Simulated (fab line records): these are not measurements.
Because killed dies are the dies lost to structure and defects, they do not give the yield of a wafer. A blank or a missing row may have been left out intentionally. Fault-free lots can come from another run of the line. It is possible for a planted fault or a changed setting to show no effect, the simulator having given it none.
Code-filled problem report in 8D (eight disciplines) form ; flow gf180mcu ; the parts of the form that need people (team, actions taken, sign-off) are left out

== 1. WHAT IS WRONG ==
cd nm at GF_V1_CD_MEAS_14 reads a mean of 267.3 nm on 4 wafers of 3 lots; wafers without a fault read 260.5 nm with a standard deviation of 1.4. Relative to the usual mean, that is a shift of +4.9 standard deviations.
The step: target cd 260 nm.
Seen first at day 21 05:03 on cd sem-02, wafer L486.5. The record has a number at this step for 36 wafers belonging to 12 lots. Rule for "out" (also "out of limits"): further than 4 standard deviations from the usual mean. The rest of the wafers with a number are treated as sound.

== 2. WHAT IT IS AND WHAT IT IS NOT ==
question;is;is not
which readings at this step;cd nm;-
which lots;L486, L487, L488;L479, L480, L493, L494, L497, L498, L499, L500, L501
which wafers of those lots;L486.5, L487.1, L487.5, L488.1;L486.3, L486.4, L487.6, L488.3, L488.6
read on which gauges;cd sem-01, cd sem-02;-
when;from day 21 05:03;"up to then (8 sound wafers); but 24 sound wafers of L487, L488, L493, L494, L497, L498, L499, L500, L501 came after"

== 3. THE SUSPECTS, EACH WITH WHAT RULES IT OUT ==
Counting: if a tool at a process step up to the reading ran every lot that is out, it stays a suspect. Sound lots after the first of them don't rule it out here, since some wafers of a struck lot are sound.
- ruled out: the gauge at GF_V1_CD_MEAS_14. Those wafers that are out were read across 2 gauges (cd sem-01, cd sem-02).
- krf scanner-01 at GF_V1_EXPOSE_11 (exposes mask Via1, target cd 260 nm): kept. It ran every lot that is out, first L486 (day 20 17:21).
The count leaves krf scanner-01 at GF_V1_EXPOSE_11.

== 4. THE CAUSE (what the simulator had put in) ==
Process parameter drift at GF_V1_EXPOSE_11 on krf scanner-01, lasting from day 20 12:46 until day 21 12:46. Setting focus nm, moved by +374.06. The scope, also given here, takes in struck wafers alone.
This tool alone remained once counting was done.

== 5. SEQUENCE OF EFFECTS, ordered by route ==
One row per reading whose mean, taken over the struck wafers that have a number, lies over 3 standard deviations from the usual. Only readings whose record carries a usual standard deviation are examined. hours: median over the lots of the time between each lot's start at the first step of this table that gives one and its start at this step. sigmas: the change, counted in usual standard deviations.
hours;step;reading;usual;on struck wafers;change;sigmas
0;GF_V1_CD_MEAS_14;cd nm;260.5 nm;267.3;+6.8;+4.9

== 6. WHAT WOULD HAVE CAUGHT IT SOONER ==
In this record the first reading out of limits at a measuring or inspecting step was taken at day 21 05:03, 16 hours after the fault began at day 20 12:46.
An alarm limit of 4 standard deviations would not have fired on the tool readings at GF_V1_EXPOSE_11 for which the record gives a usual standard deviation, since none of them was out on any struck wafer.
Of the lots that are out (3), L488 began GF_V1_EXPOSE_11 on krf scanner-01 after day 21 05:03. Had the tool been put on hold then, it would have been spared.
